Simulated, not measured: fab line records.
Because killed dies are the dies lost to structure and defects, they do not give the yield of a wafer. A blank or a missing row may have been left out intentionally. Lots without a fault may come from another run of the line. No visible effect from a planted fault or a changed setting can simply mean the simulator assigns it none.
Code-filled problem report in 8D (eight disciplines) form | flow sky130 | the parts of the form that need people (team, actions taken, sign-off) are left out

1. THE PROBLEM
Mean of chamber-pressure-pa at SKY_METAL4_SPUTTER_02: 0.4171 Pa across 6 wafers in 2 lots; on wafers with no fault it is 0.4001 Pa (standard deviation 0.00084). Relative to the usual mean, that is a shift of +20 standard deviations.
The step: material AlCu, target thk 735 nm, time 39.1 s.
Earliest sighting: wafer L205.2 on pvd-sputter-02 at day 45 08:58. The record has a number at this step for 36 wafers belonging to 12 lots. Rule for "out", or "out of limits": more than 4 standard deviations from the usual mean. All remaining wafers that have a number are taken as sound.

2. WHAT IT IS; WHAT IT IS NOT
question                    | is                     | is not
which readings at this step | chamber-pressure-pa    | throttle-valve-pct
which lots                  | L205, L207             | L186, L188, L190, L191, L193, L194, L195, L197, L203, L209
which wafers of those lots  | all that have a number | -
read on which tools         | pvd-sputter-02         | pvd-sputter-03, pvd-sputter-04
when                        | from day 45 08:58      | up to then (27 sound wafers); but 3 sound wafers of L209 came after

3. SUSPECTS, AND WHAT RULES EACH OUT
Counting: a tool stays on the suspect list if, at a process step up to the reading, it processed all lots that are out and no sound lot following the first of them.
- cvd-w-01 at SKY_VIA3_CVD_21 (deposits W, target thk 390 nm, time 117.31 s): ruled out as a lasting fault. The sound lots L209 went through it after L205, its earliest lot that is out (day 45 08:09).
- pvd-sputter-02 at SKY_METAL4_SPUTTER_02 (material AlCu, target thk 735 nm, time 39.1 s): kept. All lots that are out passed through it, beginning with L205 at day 45 08:58, and no sound lot followed; its final sound lot before that point was L197 at day 43 08:11. On those wafers its own readings are out: chamber-pressure-pa.
Remaining after the count: pvd-sputter-02 at SKY_METAL4_SPUTTER_02.

4. THE CAUSE (what the simulator had put in)
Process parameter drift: pvd-sputter-02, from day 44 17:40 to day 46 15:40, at SKY_METAL4_SPUTTER_02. The setting chamber-pressure-pa was moved by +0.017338, starting from 0.4. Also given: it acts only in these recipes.
This tool alone remained once counting was done.

5. THE EFFECT CHAIN, in route order
Rows list readings where the struck wafers' mean (over those with a number) sits beyond 3 standard deviations from the usual. Scope: only readings with a usual standard deviation given in the record; hours: median across lots of the time from each lot's start at the first step in this table that gives one to its start at this step; sigmas: change in usual standard deviations.
hours | step                  | reading             | usual     | on struck wafers | change  | sigmas
0     | SKY_METAL4_SPUTTER_02 | chamber-pressure-pa | 0.4001 Pa | 0.4171           | +0.0170 | +20
Process steps it contains:
- SKY_METAL4_SPUTTER_02: material AlCu, target thk 735 nm, time 39.1 s.

6. HOW IT WOULD HAVE BEEN CAUGHT EARLIER
In this record the first reading out of limits was taken at day 45 08:58, 15 hours after the fault began at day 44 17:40.
